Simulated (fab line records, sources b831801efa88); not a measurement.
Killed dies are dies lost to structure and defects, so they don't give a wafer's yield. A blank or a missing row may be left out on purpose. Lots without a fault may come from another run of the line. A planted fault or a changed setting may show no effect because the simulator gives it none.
Chamber matching | flow gf180mcu | GF_V3_ETCH_16 on rie_diel-04: 4 sister chambers
The step etches BARC in N2/H2. 8 wafers are shown with their chamber, then 10 later ones without.

WAFERS WITH THEIR CHAMBER
wafer  | chamber | drypump_motor_current_A (A) | oes_product_au (a.u.)
L077.1 | 2       | 5.2                         | 0.853
L080.5 | 1       | 6.0                         | 0.851
L081.5 | 1       | 6.0                         | 0.857
L083.2 | 3       | 5.4                         | 0.855
L083.3 | 0       | 6.0                         | 0.857
L083.5 | 2       | 5.1                         | 0.861
L085.1 | 0       | 6.0                         | 0.851
L085.4 | 3       | 5.4                         | 0.860

WAFERS WITHOUT THEIR CHAMBER
wafer  | drypump_motor_current_A (A) | oes_product_au (a.u.)
L085.6 | 5.1                         | 0.855
L094.2 | 5.2                         | 0.858
L094.4 | 6.0                         | 0.853
L094.5 | 5.4                         | 0.846
L095.1 | 6.1                         | 0.852
L095.2 | 5.1                         | 0.862
L095.4 | 6.0                         | 0.848
L097.1 | 6.0                         | 0.855
L097.4 | 5.2                         | 0.855
L097.6 | 5.4                         | 0.853

WHICH CHAMBER EACH WENT THROUGH
wafer  | from the rows above     | in truth
L085.6 | 2                       | 2
L094.2 | 2                       | 2
L094.4 | can't be placed: 0 or 1 | 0
L094.5 | 3                       | 3
L095.1 | can't be placed: 0 or 1 | 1
L095.2 | 2                       | 2
L095.4 | can't be placed: 0 or 1 | 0
L097.1 | can't be placed: 0 or 1 | 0
L097.4 | 2                       | 2
L097.6 | 3                       | 3
Placed correctly: 6 of 10. Can't be placed from these rows: 4 (the true chamber is among the candidates in 4). Placed wrongly: 0.
How it was worked out, from the rows above alone: a wafer's distance from a chamber is the root of the sum, over the readings, of the square of ((its reading less the chamber's mean) divided by the reading's scatter). The wafer belongs to the nearest chamber; if the next one is less than 2 further off, it can't be placed. A chamber's mean is the mean of its shown wafers. The scatter: the root of (the sum of the squares of (reading less its chamber's mean) over the shown wafers, divided by (wafers less chambers)).
